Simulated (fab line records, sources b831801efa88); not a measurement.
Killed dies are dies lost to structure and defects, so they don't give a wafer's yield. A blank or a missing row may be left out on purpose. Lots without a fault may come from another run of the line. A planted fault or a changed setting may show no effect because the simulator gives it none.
Which tool did it? | flow sky130 | 24 lots, 72 wafers sampled, at 6 steps of a route of 708

WHAT THE GAUGES READ, wafer by wafer
SKY_SONOS_ONO_OVL_MEAS_14. Usual: SONOS_ONO_OVL -0.9 nm, standard deviation 1.4.
lot  | measured     | on         | SONOS_ONO_OVL (nm) | flag
L074 | day 12 10:30 | overlay-02 | 1.6 -0.5 1.4       |
L075 | day 13 00:30 | overlay-01 | -2.4 -1.8 -2.2     |
L076 | day 13 09:19 | overlay-01 | -1.3 -1.1 -0.4     |
L077 | day 13 13:32 | overlay-01 | 0.2 0.0 -1.3       |
L078 | day 14 00:56 | overlay-02 | -2.3 -2.6 -0.5     |
L079 | day 14 06:21 | overlay-01 | -0.6 -1.0 -2.4     |
L080 | day 14 12:22 | overlay-01 | -2.3 -2.4 -2.8     |
L081 | day 15 00:20 | overlay-02 | -0.8 -1.7 -2.7     |
L082 | day 15 07:33 | overlay-02 | -1.6 -1.3 -3.4     |
L083 | day 15 18:32 | overlay-02 | -0.5 -0.6 -0.5     |
L084 | day 15 23:18 | overlay-01 | -1.3 0.9 -0.2      |
L085 | day 16 08:28 | overlay-02 | 1.2 2.7 1.9        |
L086 | day 16 13:31 | overlay-01 | 1.3 -0.7 1.9       |
L087 | day 16 22:00 | overlay-01 | -0.2 -2.7 0.4      |
L088 | day 17 15:58 | overlay-02 | -1.2 -2.1 -1.5     |
L090 | day 18 05:56 | overlay-02 | 1.7 0.6 1.2        |
L089 | day 18 06:13 | overlay-02 | -2.7 -2.4 -1.7     |
L091 | day 19 00:26 | overlay-01 | -2.4 -1.6 -2.6     |
L092 | day 19 01:19 | overlay-02 | -4.3 -2.7 -3.7     |
L093 | day 19 07:31 | overlay-02 | -0.9 1.1 -0.6      |
L094 | day 20 13:50 | overlay-01 | -1.5 -1.0 -0.8     |
L095 | day 21 04:08 | overlay-01 | -1.2 1.0 0.0       |
L097 | day 21 04:39 | overlay-01 | -0.8 -0.6 0.3      |
L096 | day 21 05:33 | overlay-02 | 1.3 -0.9 1.6       |

SKY_LOCAL_INTERCONNECT_CD_MEAS_11: target cd 170 nm. Usual: cd_nm 170.2 nm, standard deviation 1.5.
lot  | measured     | on        | cd_nm (nm)        | flag
L074 | day 30 03:15 | cd_sem-01 | 168.9 170.3 169.7 |
L075 | day 30 22:28 | cd_sem-02 | 171.5 169.8 171.0 |
L076 | day 31 02:15 | cd_sem-02 | 171.0 171.6 172.2 |
L077 | day 31 07:11 | cd_sem-02 | 173.2 170.8 171.4 |
L078 | day 31 15:57 | cd_sem-02 | 172.3 170.6 169.9 |
L079 | day 32 03:35 | cd_sem-01 | 167.7 167.3 167.6 |
L080 | day 32 08:25 | cd_sem-02 | 168.3 167.7 169.0 |
L081 | day 32 23:52 | cd_sem-02 | 171.8 171.0 171.4 |
L082 | day 33 06:21 | cd_sem-02 | 168.4 168.3 168.2 |
L083 | day 33 18:26 | cd_sem-01 | 173.2 171.4 171.9 |
L084 | day 33 18:45 | cd_sem-01 | 168.2 168.3 169.8 |
L085 | day 34 08:20 | cd_sem-02 | 171.7 169.8 170.3 |
L086 | day 34 05:31 | cd_sem-02 | 171.0 170.6 171.4 |
L087 | day 34 18:32 | cd_sem-01 | 170.5 172.1 171.5 |
L088 | day 35 01:37 | cd_sem-01 | 170.2 170.8 169.1 |
L090 | day 35 16:53 | cd_sem-01 | 167.0 167.9 166.4 |
L089 | day 35 15:41 | cd_sem-01 | 172.3 172.1 169.9 |
L091 | day 36 08:30 | cd_sem-02 | 169.5 171.7 170.1 |
L092 | day 36 09:56 | cd_sem-02 | 169.1 169.6 168.4 |
L093 | day 36 12:06 | cd_sem-01 | 170.2 170.6 168.7 |
L094 | day 37 17:01 | cd_sem-02 | 170.9 170.5 170.7 |
L095 | day 38 09:31 | cd_sem-02 | 171.7 171.8 171.2 |
L097 | day 38 03:58 | cd_sem-01 | 171.1 170.8 170.9 |
L096 | day 38 07:44 | cd_sem-01 | 170.2 169.4 171.7 |

SKY_VIA3_THK_MEAS_01. Usual: VIA3_HDPCVD_THK 1639 nm, standard deviation 20.
lot  | measured     | on            | VIA3_HDPCVD_THK (nm) | flag
L074 | day 38 09:22 | film_metro-01 | 1600 1616 1619       |
L075 | day 39 01:10 | film_metro-02 | 1625 1657 1650       |
L076 | day 39 05:11 | film_metro-04 | 1662 1621 1672       |
L077 | day 39 09:34 | film_metro-02 | 1598 1656 1587       |
L078 | day 39 17:26 | film_metro-02 | 1672 1646 1663       |
L079 | day 40 04:48 | film_metro-01 | 1654 1653 1629       |
L080 | day 40 08:25 | film_metro-04 | 1672 1670 1682       |
L081 | day 41 00:10 | film_metro-02 | 1649 1648 1661       |
L082 | day 41 05:04 | film_metro-02 | 1642 1668 1664       |
L083 | day 41 16:43 | film_metro-04 | 1632 1644 1643       |
L084 | day 41 17:22 | film_metro-01 | 1635 1665 1662       |
L085 | day 42 04:46 | film_metro-01 | 1636 1642 1635       |
L086 | day 42 03:16 | film_metro-02 | 1651 1668 1656       |
L087 | day 42 14:19 | film_metro-02 | 1623 1630 1620       |
L088 | day 42 19:45 | film_metro-04 | 1665 1663 1656       |
L090 | day 43 09:52 | film_metro-04 | 1607 1605 1602       |
L089 | day 43 09:29 | film_metro-01 | 1652 1649 1633       |
L091 | day 43 23:11 | film_metro-04 | 1620 1625 1613       |
L092 | day 44 00:49 | film_metro-04 | 1657 1629 1631       |
L093 | day 44 01:31 | film_metro-01 | 1676 1668 1637       |
L094 | day 45 01:50 | film_metro-02 | 1606 1634 1617       |
L095 | day 45 20:50 | film_metro-02 | 1644 1642 1615       |
L097 | day 45 12:38 | film_metro-01 | 1640 1634 1634       |
L096 | day 45 15:22 | film_metro-02 | 1629 1647 1634       |

SKY_VIA3_THK_MEAS_23: measures by xrf. Usual: VIA3_W_THK 398 nm, standard deviation 4.3.
lot  | measured     | on            | VIA3_W_THK (nm) | flag
L074 | day 39 12:46 | film_metro-01 | 401 402 402     |
L075 | day 40 03:10 | film_metro-01 | 394 393 395     |
L076 | day 40 07:41 | film_metro-01 | 397 394 395     |
L077 | day 40 13:08 | film_metro-01 | 401 407 405     |
L078 | day 40 19:25 | film_metro-04 | 403 402 400     |
L079 | day 41 06:46 | film_metro-04 | 403 401 399     |
L080 | day 41 10:22 | film_metro-04 | 402 401 400     |
L081 | day 42 01:56 | film_metro-04 | 402 396 396     |
L082 | day 42 06:41 | film_metro-01 | 394 397 391     |
L083 | day 42 17:44 | film_metro-02 | 388 395 402     |
L084 | day 42 18:47 | film_metro-04 | 405 393 398     |
L085 | day 43 05:03 | film_metro-04 | 400 395 396     |
L086 | day 43 04:24 | film_metro-02 | 397 399 401     |
L087 | day 43 15:28 | film_metro-02 | 400 394 403     |
L088 | day 43 20:13 | film_metro-04 | 403 400 398     |
L090 | day 44 09:59 | film_metro-02 | 401 391 386     |
L089 | day 44 09:50 | film_metro-01 | 396 394 390     |
L091 | day 44 22:34 | film_metro-02 | 401 403 402     |
L092 | day 45 00:28 | film_metro-01 | 397 396 397     |
L093 | day 45 01:24 | film_metro-04 | 397 401 401     |
L094 | day 46 00:44 | film_metro-01 | 405 400 411     |
L095 | day 46 19:05 | film_metro-02 | 402 394 395     |
L097 | day 46 11:35 | film_metro-04 | 397 400 401     |
L096 | day 46 14:04 | film_metro-04 | 403 398 407     |

WHICH TOOL RAN EACH LOT (tool, then ch and the chambers of the sampled wafers, then the start)
lot  | SKY_VIA1_SPUTTER_20          | SKY_VIA2_SPUTTER_20
L074 | pvd_sputter-01, day 33 19:13 | pvd_sputter-02, day 36 03:03
L075 | pvd_sputter-02, day 34 12:30 | pvd_sputter-04, day 36 19:12
L076 | pvd_sputter-03, day 34 15:46 | pvd_sputter-03, day 36 22:55
L077 | pvd_sputter-01, day 34 21:08 | pvd_sputter-03, day 37 04:40
L078 | pvd_sputter-03, day 35 05:22 | pvd_sputter-02, day 37 12:23
L079 | pvd_sputter-02, day 35 17:16 | pvd_sputter-02, day 38 00:22
L080 | pvd_sputter-03, day 35 21:42 | pvd_sputter-03, day 38 03:41
L081 | pvd_sputter-02, day 36 12:53 | pvd_sputter-04, day 38 19:32
L082 | pvd_sputter-02, day 36 18:58 | pvd_sputter-03, day 39 01:07
L083 | pvd_sputter-01, day 37 05:51 | pvd_sputter-02, day 39 13:19
L084 | pvd_sputter-01, day 37 06:52 | pvd_sputter-03, day 39 13:34
L085 | pvd_sputter-03, day 37 19:09 | pvd_sputter-02, day 40 01:01
L086 | pvd_sputter-02, day 37 17:56 | pvd_sputter-02, day 40 00:01
L087 | pvd_sputter-03, day 38 05:23 | pvd_sputter-02, day 40 11:40
L088 | pvd_sputter-03, day 38 11:46 | pvd_sputter-02, day 40 17:00
L090 | pvd_sputter-01, day 39 03:40 | pvd_sputter-04, day 41 08:27
L089 | pvd_sputter-03, day 39 02:34 | pvd_sputter-04, day 41 07:29
L091 | pvd_sputter-02, day 39 18:15 | pvd_sputter-03, day 41 21:49
L092 | pvd_sputter-02, day 39 19:56 | pvd_sputter-04, day 41 23:59
L093 | pvd_sputter-02, day 39 21:15 | pvd_sputter-04, day 42 00:55
L094 | pvd_sputter-03, day 41 01:38 | pvd_sputter-04, day 43 03:46
L095 | pvd_sputter-01, day 41 18:49 | pvd_sputter-02, day 43 21:28
L097 | pvd_sputter-01, day 41 12:36 | pvd_sputter-02, day 43 15:04
L096 | pvd_sputter-03, day 41 15:14 | pvd_sputter-04, day 43 16:49
- SKY_VIA1_SPUTTER_20: material TiN, target thk 20 nm, time 80 s.
- SKY_VIA2_SPUTTER_20: material TiN, target thk 20 nm, time 80 s.

WHAT THE TOOLS THEMSELVES READ (means of the sampled wafers that have a number; where no wafer has one, the mark that the record gives instead)
SKY_VIA1_SPUTTER_20. Usual: cathode_dc_power_W 4000.0 W, standard deviation 0.64; throttle_valve_pct 29.6 %, standard deviation 0.85.
lot  | tool           | cathode_dc_power_W (W) | throttle_valve_pct (%) | flag
L074 | pvd_sputter-01 | 3999.9                 | 28.2                   |
L075 | pvd_sputter-02 | 3999.7                 | 29.7                   |
L076 | pvd_sputter-03 | 4000.2                 | 29.8                   |
L077 | pvd_sputter-01 | 4000.1                 | 29.4                   |
L078 | pvd_sputter-03 | 3999.7                 | 29.7                   |
L079 | pvd_sputter-02 | 4000.0                 | 29.8                   |
L080 | pvd_sputter-03 | 4000.3                 | 29.8                   |
L081 | pvd_sputter-02 | 3999.8                 | 30.0                   |
L082 | pvd_sputter-02 | 4000.0                 | 29.8                   |
L083 | pvd_sputter-01 | 4000.0                 | 28.4                   |
L084 | pvd_sputter-01 | 3999.8                 | 30.0                   |
L085 | pvd_sputter-03 | 4000.0                 | 29.8                   |
L086 | pvd_sputter-02 | 4000.0                 | 30.0                   |
L087 | pvd_sputter-03 | 4000.0                 | 30.0                   |
L088 | pvd_sputter-03 | 3999.8                 | 29.7                   |
L090 | pvd_sputter-01 | 4000.4                 | 29.7                   |
L089 | pvd_sputter-03 | 4000.7                 | 29.2                   |
L091 | pvd_sputter-02 | 3999.4                 | 30.1                   |
L092 | pvd_sputter-02 | 3999.5                 | 29.7                   |
L093 | pvd_sputter-02 | 4000.6                 | 29.8                   |
L094 | pvd_sputter-03 | 3999.3                 | 29.9                   |
L095 | pvd_sputter-01 | 4000.1                 | 30.0                   |
L097 | pvd_sputter-01 | 3999.5                 | 28.8                   |
L096 | pvd_sputter-03 | 3999.4                 | 29.9                   |

SKY_VIA2_SPUTTER_20. Usual: cathode_dc_power_W 4000.0 W, standard deviation 0.79; throttle_valve_pct 29.8 %, standard deviation 0.87.
lot  | tool           | cathode_dc_power_W (W) | throttle_valve_pct (%) | flag
L074 | pvd_sputter-02 | 3999.5                 | 30.2                   |
L075 | pvd_sputter-04 | 4001.2                 | 30.7                   |
L076 | pvd_sputter-03 | 3999.8                 | 29.9                   |
L077 | pvd_sputter-03 | 4000.5                 | 30.1                   |
L078 | pvd_sputter-02 | 4000.3                 | 29.8                   |
L079 | pvd_sputter-02 | 4000.5                 | 30.1                   |
L080 | pvd_sputter-03 | 3999.2                 | 29.8                   |
L081 | pvd_sputter-04 | 3999.8                 | 29.5                   |
L082 | pvd_sputter-03 | 3999.6                 | 29.8                   |
L083 | pvd_sputter-02 | 4000.6                 | 29.8                   |
L084 | pvd_sputter-03 | 3999.8                 | 30.5                   |
L085 | pvd_sputter-02 | 4000.4                 | 29.8                   |
L086 | pvd_sputter-02 | 4000.0                 | 29.9                   |
L087 | pvd_sputter-02 | 4000.2                 | 30.0                   |
L088 | pvd_sputter-02 | 4000.4                 | 29.7                   |
L090 | pvd_sputter-04 | 3999.7                 | 30.6                   |
L089 | pvd_sputter-04 | 4000.2                 | 30.6                   |
L091 | pvd_sputter-03 | 3999.4                 | 29.7                   |
L092 | pvd_sputter-04 | 3999.8                 | 30.7                   |
L093 | pvd_sputter-04 | 4000.4                 | 30.7                   |
L094 | pvd_sputter-04 | 4000.7                 | 29.4                   |
L095 | pvd_sputter-02 | 3999.0                 | 29.7                   |
L097 | pvd_sputter-02 | 3999.2                 | 29.7                   |
L096 | pvd_sputter-04 | 4000.4                 | 29.7                   |

THE ANSWER, worked out from the rows above alone
Rule: a lot is off if the mean of its wafers that have a number lies more than 3 standard deviations from the usual mean. A lot without any number at a reading at which 4 lots or more have one is off too. The other lots that the step has rows for count as sound. The gauges are gone through in route order, then the tools' own readings, and for those a lot's mean is taken as printed above. The first step at which some lot is off is used, and at that step the reading that is off furthest; a lot without a number counts as furthest.
No lot is off at any reading shown: from this, nothing can be told.

WHAT THE SIMULATOR HAD PUT IN
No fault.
